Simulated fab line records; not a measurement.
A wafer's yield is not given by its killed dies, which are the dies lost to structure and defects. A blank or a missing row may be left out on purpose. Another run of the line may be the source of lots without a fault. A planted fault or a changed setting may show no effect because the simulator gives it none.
Split-lot trial -- flow sky130 -- 5 lots, 23 wafers read, on a route of 708 steps

## THE SPLIT
At SKY_VT_ADJUST_HVTR_IMPLANT_09, the setting dose_cm2 was moved away from the recipe's 2.1e+12 on 10 of the 23 wafers read, by -6.0% to +7.3%. This setting was run at the recipe's value on the other wafers.

## SPLIT TO READING: what lies between them in the file, 1 step
- SKY_VT_ADJUST_HVTR_STRIP_10: strips in O2/N2

## THE READING
VT_ADJUST_HVTR_TW, at SKY_VT_ADJUST_HVTR_TW_MEAS_11. On this fab line, fault-free wafers typically give 209.6 with a standard deviation of 1.3.

wafer,"tool, chamber at the split",dose_cm2 as run,against the recipe,VT_ADJUST_HVTR_TW,against lot-mates on the recipe
L076.2,"implanter-01, 0",2.253e+12,+7.3%,213.0,+3.8
L076.3,"implanter-01, 0",2.253e+12,+7.3%,213.8,+4.6
L076.4,"implanter-01, 0",2.1e+12,recipe,208.9,-
L076.5,"implanter-01, 0",2.253e+12,+7.3%,213.3,+4.1
L076.6,"implanter-01, 0",2.1e+12,recipe,209.5,-
L080.1,"implanter-04, 0",2.1e+12,recipe,209.7,-
L080.3,"implanter-04, 0",2.024e+12,-3.6%,207.0,-2.4
L080.4,"implanter-04, 0",2.1e+12,recipe,209.3,-
L080.5,"implanter-04, 0",2.024e+12,-3.6%,207.7,-1.7
L080.6,"implanter-04, 0",2.1e+12,recipe,209.3,-
L081.1,"implanter-03, 0",1.975e+12,-6.0%,207.3,-2.6
L081.2,"implanter-03, 0",2.1e+12,recipe,210.4,-
L081.3,"implanter-03, 0",2.1e+12,recipe,209.4,-
L081.4,"implanter-03, 0",1.975e+12,-6.0%,206.3,-3.6
L081.6,"implanter-03, 0",1.975e+12,-6.0%,206.8,-3.1
L082.1,"implanter-01, 0",2.1e+12,recipe,206.9,-
L082.2,"implanter-01, 0",2.007e+12,-4.4%,205.1,-2.5
L082.4,"implanter-01, 0",2.1e+12,recipe,208.1,-
L082.5,"implanter-01, 0",2.1e+12,recipe,207.8,-
L082.6,"implanter-01, 0",2.007e+12,-4.4%,205.2,-2.4
L084.3,"implanter-04, 0",2.1e+12,recipe,208.7,-
L084.5,"implanter-04, 0",2.1e+12,recipe,207.2,-
L084.6,"implanter-04, 0",2.1e+12,recipe,209.5,-

THE FIT
A straight line over all 23 wafers: VT_ADJUST_HVTR_TW changes by +0.546 for each +1% of dose_cm2; r = +0.90; the points scatter about the line by 1.
The same after taking each lot's own level away (the mean of its wafers on the recipe; 23 wafers): +0.555 for each +1%; r = +0.97; scatter 0.51.
Per that fit: largest dose_cm2 move, reading shift of 4.
Measured against the standard deviation above, the lots' own levels, which go from 207.60 to 209.90, span 1.8 times it.
Hence the lot-to-lot level has little effect on the slope; both slopes agree.
Check: +4.16 against its lot-mates is what the line predicts for one of the wafers moved furthest among these (+7.3%) when that wafer is left out of the fit. It came out at +3.8 against them.

## ADDITIONAL SPLITS CARRIED BY THESE WAFERS
Note: prior to the reading, these wafers also went through further splits. Each is held against what the fit with the lots' levels taken away leaves over:
other split on the same wafers,wafers away from the commonest value,r with VT_ADJUST_HVTR_TW (lot level and that fit taken away)
SKY_VT_ADJUST_HVTR_SOFTBAKE_03 temp_c,8,+0.11

## THE FILE'S OWN FIT
VT_ADJUST_HVTR_TW changes by +0.557 for each +1% of dose_cm2, r = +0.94.
